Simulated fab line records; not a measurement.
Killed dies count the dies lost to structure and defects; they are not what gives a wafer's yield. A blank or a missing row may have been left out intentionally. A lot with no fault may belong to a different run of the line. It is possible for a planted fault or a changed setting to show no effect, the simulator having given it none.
Matching of chambers    flow sky130    4 sister chambers for SKY_VIA3_ETCH_14 on rieDiel-01
The step etches BARC in N2/H2, stops on SiO2, time 45.9 s, target depth 60 nm. 22 wafers are shown with their chamber, then 11 later ones without.

== WAFERS WITH THEIR CHAMBER ==
wafer   chamber  drypumpMotorCurrentA (A)  oesProductAu (a.u.)  throttleValvePct (%)
L077.1  0        6.11                      0.860                13.225
L077.2  3        5.86                      0.859                13.226
L077.5  1        6.36                      0.854                13.234
L078.1  1        6.40                      0.847                13.225
L078.2  0        6.14                      0.844                13.233
L078.3  2        5.64                      0.848                13.210
L078.4  3        5.89                      0.856                13.235
L078.5  1        6.43                      0.851                13.233
L078.6  0        6.16                      0.851                13.228
L079.1  0        6.13                      0.852                13.213
L079.2  1        6.39                      0.847                13.210
L079.6  2        5.67                      0.856                13.234
L085.1  3        5.90                      0.846                13.227
L085.5  3        5.89                      0.851                13.225
L085.6  0        6.14                      0.846                13.224
L087.1  0        6.14                      0.844                13.219
L087.3  2        5.67                      0.847                13.248
L087.4  3        5.93                      0.854                13.213
L091.1  0        6.12                      0.853                13.237
L091.2  1        6.35                      0.845                13.217
L091.5  0        6.13                      0.849                13.214
L093.3  3        5.89                      0.854                13.221

SIGNATURES (averages over the wafers above)
reading               chamber 0  chamber 1  chamber 2  chamber 3  scatter within a chamber
drypumpMotorCurrentA  6.1338     6.3860     5.6600     5.8933     0.0222
oesProductAu          0.84987    0.84880    0.85033    0.85333    0.00474
throttleValvePct      13.22413   13.22380   13.23067   13.22450   0.0104
Rule: for a wafer and a chamber, the distance is found by dividing, reading by reading, the gap between the wafer's reading and the chamber's mean by the reading's scatter, squaring, summing and taking the root. If the next closest chamber is less than 2 further off than the closest, the wafer can't be placed; otherwise it belongs to the closest. The scatter: the root of (the sum of the squares of (reading less its chamber's mean) over the shown wafers, divided by (wafers less chambers)).

== WAFERS WHOSE CHAMBER IS MISSING ==
wafer   drypumpMotorCurrentA (A)  oesProductAu (a.u.)  throttleValvePct (%)
L093.5  6.39                      0.857                13.228
L093.6  6.15                      0.852                13.232
L095.2  5.67                      0.841                13.222
L095.3  5.92                      0.849                13.229
L095.4  6.36                      0.848                13.214
L097.1  5.92                      0.848                13.207
L097.2  6.13                      0.845                13.204
L097.3  5.65                      0.852                13.233
L097.4  6.39                      0.845                13.221
L097.5  5.68                      0.846                13.232
L097.6  6.34                      0.855                13.225

== EACH ONE'S CHAMBER ==
wafer   from the rows above  in truth
L093.5  1                    1
L093.6  0                    0
L095.2  2                    2
L095.3  3                    3
L095.4  1                    1
L097.1  3                    3
L097.2  0                    0
L097.3  2                    2
L097.4  1                    1
L097.5  2                    2
L097.6  1                    1
Correct placement for 11 of the 11. Left unplaced by these rows: 0. 0 placed wrongly.
